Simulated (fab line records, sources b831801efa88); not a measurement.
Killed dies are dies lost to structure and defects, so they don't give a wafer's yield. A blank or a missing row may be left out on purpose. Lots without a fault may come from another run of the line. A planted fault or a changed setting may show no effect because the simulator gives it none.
A struck lot beside a sound one | flow sky130 | 40 steps out of a route of 708
Sound: wafers L967.2, L967.4, L967.6. Struck: wafers L962.4, L962.5, L962.6. The cause comes at the end.
At each step with rows: each side's tool, then ch and its chambers, then its first start. Under that, the readings that differ: sound wafers | struck wafers | difference of the means | sigmas: that difference in standard deviations of wafers without a fault.
alike: readings whose means differ by less than 2 such deviations, and words and numbers that are the same on both sides. not compared: withheld readings, readings that some wafer has no value for, bounds like >300 that may hide the same value, and numbers for which the record gives no deviation and whose values overlap.
The two part at a step that has a row with sigmas, a row that says differs or no value, or rows on one side only. Numbers that don't overlap but have no deviation are shown without sigmas and don't part them. A reading that every wafer of one side lacks parts them only if that side has two wafers or more.

first, 9 steps without rows for these wafers: SKY_VT_ADJUST_HVTP_COAT_02 (resist thk 1140 nm); SKY_VT_ADJUST_HVTP_SOFTBAKE_03 (time 60 s); SKY_VT_ADJUST_HVTP_EXPOSE_04 (exposes mask HVTPM, target cd 380 nm); SKY_VT_ADJUST_HVTP_PEB_05; SKY_VT_ADJUST_HVTP_DEVELOP_06 (develop time 60 s); SKY_VT_ADJUST_HVTP_IMPLANT_09; SKY_VT_ADJUST_HVTP_STRIP_10 (strips in O2/N2); SKY_VT_ADJUST_LVTN_DEHYDRATE_00 (time 60 s); SKY_VT_ADJUST_LVTN_HMDS_01 (prime time 60 s).
SKY_VT_ADJUST_LVTN_COAT_02: resist thk 3000 nm.
  sound on litho_track-01 ch 0, day 11 03:14; struck on litho_track-04, day 9 14:50
  no value came back on the struck wafers for chill_plate_temp_C (C), dispense_pressure_kPa (kPa), exhaust_pa (Pa); on the sound wafers chill_plate_temp_C (C) reads 23.07 22.93 23.03
then, 4 steps without rows for these wafers: SKY_VT_ADJUST_LVTN_SOFTBAKE_03; SKY_VT_ADJUST_LVTN_EXPOSE_04 (exposes mask NWM COMPLEMENT LESS NATIVE, target cd 840 nm); SKY_VT_ADJUST_LVTN_PEB_05; SKY_VT_ADJUST_LVTN_DEVELOP_06 (develop time 60 s).
SKY_VT_ADJUST_LVTN_OVL_MEAS_07:
  sound on overlay-01, day 11 15:10; struck on overlay-02, day 10 01:28
  reading                 | sound         | struck | difference                    | sigmas
  VT_ADJUST_LVTN_OVL (nm) | 1.3 -0.3 -0.1 | - - -  | no value on the struck wafers |
then, 11 steps without rows for these wafers: SKY_VT_ADJUST_LVTN_IMPLANT_08; SKY_VT_ADJUST_LVTN_STRIP_09 (strips in O2/N2); SKY_VT_ADJUST_LVTN_DEHYDRATE_11 (time 60 s); SKY_VT_ADJUST_LVTN_HMDS_12 (prime time 60 s); SKY_VT_ADJUST_LVTN_COAT_13 (resist thk 1140 nm); SKY_VT_ADJUST_LVTN_SOFTBAKE_14 (time 60 s); SKY_VT_ADJUST_LVTN_EXPOSE_15 (exposes mask HVN STD DERIVED, target cd 600 nm); SKY_VT_ADJUST_LVTN_PEB_16; SKY_VT_ADJUST_LVTN_DEVELOP_17 (develop time 60 s); SKY_VT_ADJUST_LVTN_IMPLANT_19; SKY_VT_ADJUST_LVTN_STRIP_20 (strips in O2/N2).
SKY_VT_ADJUST_LVTN_TW_MEAS_21:
  sound on film_metro-04, day 12 15:37; struck on film_metro-03, day 10 23:53
  reading             | sound             | struck            | difference | sigmas
  VT_ADJUST_LVTN_2_TW | 186.3 188.1 187.4 | 267.9 268.2 267.5 | +80.6      | +58
then, 8 steps without rows for these wafers: SKY_VT_ADJUST_NCORE_DEHYDRATE_00 (time 60 s); SKY_VT_ADJUST_NCORE_HMDS_01 (prime time 60 s); SKY_VT_ADJUST_NCORE_COAT_02 (resist thk 1121 nm); SKY_VT_ADJUST_NCORE_SOFTBAKE_03 (time 60 s); SKY_VT_ADJUST_NCORE_EXPOSE_04 (exposes mask LVTN COMPLEMENT THIN, target cd 380 nm); SKY_VT_ADJUST_NCORE_PEB_05; SKY_VT_ADJUST_NCORE_DEVELOP_06 (develop time 60 s); SKY_VT_ADJUST_NCORE_IMPLANT_09.
SKY_VT_ADJUST_NCORE_TW_MEAS_11:
  sound on film_metro-01, day 13 17:00; struck on film_metro-01, day 11 23:39
  reading            | sound             | struck            | difference | sigmas
  VT_ADJUST_NCORE_TW | 217.1 218.6 217.8 | 280.3 280.2 280.5 | +62.5      | +33
SKY_VT_ADJUST_HVTR_TW_MEAS_11:
  sound on film_metro-04, day 14 18:54; struck on film_metro-04, day 12 23:58
  reading           | sound             | struck            | difference | sigmas
  VT_ADJUST_HVTR_TW | 208.9 209.3 209.5 | 275.7 276.0 278.7 | +67.6      | +52
SKY_VT_ADJUST_PCH_TW_MEAS_10:
  sound on film_metro-03, day 15 22:29; struck on film_metro-03, day 14 00:29
  reading          | sound             | struck            | difference | sigmas
  VT_ADJUST_PCH_TW | 143.4 143.8 143.7 | 251.3 252.0 252.3 | +108.2     | +90
SKY_SONOS_TUNNEL_TW_MEAS_12:
  sound on film_metro-04, day 17 03:02; struck on film_metro-04, day 15 02:49
  reading         | sound             | struck            | difference | sigmas
  SONOS_TUNNEL_TW | 197.1 196.0 195.2 | 269.1 269.7 270.3 | +73.6      | +61
-- the record jumps here: 34 days lie between the struck wafers' starts before and after (it left off in module SONOS_TUNNEL and takes up again in module PAD_OPEN, whose first step shown is number 708 of the route) --
SKY_PAD_OPEN_PROBE_99:
  sound on prober-02, day 49 17:57; struck on prober-02, day 49 08:16
  reading             | sound    | struck      | difference | sigmas
  killed_at_front_end | 23 10 12 | 432 413 408 | +403       | +96
  killed_dies         | 92 75 75 | 492 492 492 | +411       | +42
  killed_on_rim       | 17 11 19 | 96 96 96    | +80        | +21
  alike: killed_at_M0_to_M3, killed_at_M4_up, killed_at_contacts, killed_at_other, killed_open, killed_short

WHERE THEY PART
First at SKY_VT_ADJUST_LVTN_COAT_02; last, within this record, at SKY_PAD_OPEN_PROBE_99.

WHY: what the simulator had put in
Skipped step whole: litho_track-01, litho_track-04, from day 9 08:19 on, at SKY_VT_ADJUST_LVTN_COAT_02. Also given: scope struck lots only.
